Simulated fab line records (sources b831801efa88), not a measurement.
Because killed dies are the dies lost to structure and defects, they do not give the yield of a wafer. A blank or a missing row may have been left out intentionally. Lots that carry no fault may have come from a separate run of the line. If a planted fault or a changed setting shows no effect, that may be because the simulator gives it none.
A lot that was struck, set against a sound lot -- flow gf180mcu -- 15 out of 602 route steps
Sound: wafers L265.1, L265.4, L265.6. The struck wafers were L273.3, L273.4, L273.6. Last of all comes the cause.
Order at every step that has rows: each side's tool, ch and its chambers, its first start. Under that, the readings that differ: sound wafers -- struck wafers -- difference of the means -- sigmas: that difference in standard deviations of wafers without a fault.
alike: a reading whose means differ by less than 2 such deviations, as well as words and numbers matching on both sides. not compared: withheld readings; readings where some wafer has no value; bounds like >300 that might hide an equal value; numbers whose values overlap and for which the record gives no deviation.
Wherever a step has rows on one side only, a row that says differs or no value, or a row with sigmas, the two part there. Numbers that have no deviation but don't overlap get no sigmas and don't part them. A reading missing from all wafers of one side parts the sides only when that side holds two or more wafers.

first, 1 step without rows for these wafers: GF_DNWELL_IMPLANT_07.
GF_DNWELL_STRIP_08: strips in O2/N2.
  sound on plasmaAsher-01 ch 0,1, day 3 13:17; struck on plasmaAsher-01 ch 0,1, day 5 05:06
  alike: drypumpMotorCurrentA, heaterPowerW, oesProductAu, stripTimeToEndpointS
  not compared: rfHoursCounterH
GF_DNWELL_TW_MEAS_09:
  struck on filmMetro-03, day 5 05:11; sound on filmMetro-02, day 3 13:23
  alike: DNWELL_TW
then, 7 steps without rows for these wafers: GF_NWELL_DEHYDRATE_00 (time 60 s); GF_NWELL_HMDS_01 (prime time 60 s); GF_NWELL_COAT_02 (resist thk 3000 nm); GF_NWELL_SOFTBAKE_03; GF_NWELL_EXPOSE_04 (exposes mask Nwell, target cd 860 nm); GF_NWELL_PEB_05; GF_NWELL_DEVELOP_06 (develop time 60 s).
GF_NWELL_OVL_MEAS_07:
  struck on overlay-02, day 5 20:02; sound on overlay-01, day 4 02:32
  alike: NWELL_OVL
after that, 1 step had no rows for these wafers: GF_NWELL_IMPLANT_08.
GF_NWELL_IMPLANT_09:
  struck on implanter-03, day 5 20:16; sound on implanter-03 ch 0, day 4 02:43
  no value came back on the struck wafers for beamEnergyKeV, beamOnS (s), faradayCurrentUA, tiltDeg (degrees); on the sound wafers beamEnergyKeV reads 159.90 159.91 159.87
GF_NWELL_STRIP_10: strips in O2/N2.
  sound on plasmaAsher-04 ch 0,1, day 4 02:52; struck on plasmaAsher-02 ch 0,1, day 5 20:24
  alike: drypumpMotorCurrentA, heaterPowerW, oesProductAu, stripTimeToEndpointS
  not compared: rfHoursCounterH
GF_NWELL_TW_MEAS_11:
  struck on filmMetro-03, day 5 20:43; sound on filmMetro-01, day 4 02:58
reading,sound,struck,difference,sigmas
NWELL_TW,1569 1570 1572,1512 1509 1523,-56,-5
  not compared: hold

## WHERE THEY PART
Earliest at GF_NWELL_IMPLANT_09; latest, in this record, at GF_NWELL_TW_MEAS_11.

WHY: the cause the simulator had injected
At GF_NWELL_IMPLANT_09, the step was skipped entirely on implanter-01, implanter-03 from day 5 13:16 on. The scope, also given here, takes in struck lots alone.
